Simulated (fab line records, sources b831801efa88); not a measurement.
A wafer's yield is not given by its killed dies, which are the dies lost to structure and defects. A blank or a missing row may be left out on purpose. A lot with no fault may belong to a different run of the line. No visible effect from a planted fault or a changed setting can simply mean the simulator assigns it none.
Matching of chambers	flow sky130	rieDiel-04 running SKY_METAL3_ETCH_17: 4 sister chambers
The step etches SiO2 in C4F8/O2/Ar, stops on TiN, time 3.9 s, target depth 15 nm. 20 wafers are shown with their chamber, then 10 later ones without.

== WAFERS, EACH WITH ITS CHAMBER ==
wafer	chamber	oesProductAu (a.u.)
L074.1	2	0.748
L074.3	0	0.742
L074.6	3	0.761
L077.4	3	0.734
L077.5	2	0.746
L077.6	3	0.747
L078.1	2	0.738
L078.3	0	0.740
L078.6	3	0.758
L079.1	2	0.759
L079.3	0	0.751
L079.5	3	0.760
L081.1	0	0.761
L081.2	3	0.759
L081.3	1	0.741
L081.4	2	0.763
L081.5	3	0.758
L081.6	2	0.756
L083.2	3	0.744
L083.3	1	0.752

SIGNATURES, as means of the wafers listed above
reading	chamber 0	chamber 1	chamber 2	chamber 3	scatter within a chamber
oesProductAu	0.74850	0.74650	0.75167	0.75262	0.00951
Rule: distance of a wafer from a chamber = root of the sum over the readings of ((wafer's reading minus chamber's mean) / reading's scatter) squared. The wafer belongs to the nearest chamber; if the next one is less than 2 further off, it can't be placed. The scatter: the root of (the sum of the squares of (reading less its chamber's mean) over the shown wafers, divided by (wafers less chambers)).

== WAFERS WITHOUT THEIR CHAMBER ==
wafer	oesProductAu (a.u.)
L083.4	0.744
L093.3	0.759
L093.4	0.759
L093.5	0.756
L094.1	0.755
L094.4	0.757
L094.5	0.742
L097.4	0.755
L097.5	0.751
L097.6	0.762

== THE CHAMBER EACH PASSED THROUGH ==
wafer	from the rows above	in truth
L083.4	can't be placed: 1 or 0 or 2 or 3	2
L093.3	can't be placed: 3 or 2 or 0 or 1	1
L093.4	can't be placed: 3 or 2 or 0 or 1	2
L093.5	can't be placed: 3 or 2 or 0 or 1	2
L094.1	can't be placed: 3 or 2 or 0 or 1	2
L094.4	can't be placed: 3 or 2 or 0 or 1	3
L094.5	can't be placed: 1 or 0 or 2 or 3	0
L097.4	can't be placed: 3 or 2 or 0 or 1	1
L097.5	can't be placed: 2 or 3 or 0 or 1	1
L097.6	can't be placed: 3 or 2 or 0 or 1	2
Correctly placed: 0 of 10. Not placeable from these rows: 10 (in 10, the candidates include the true chamber). Number placed wrongly: 0.
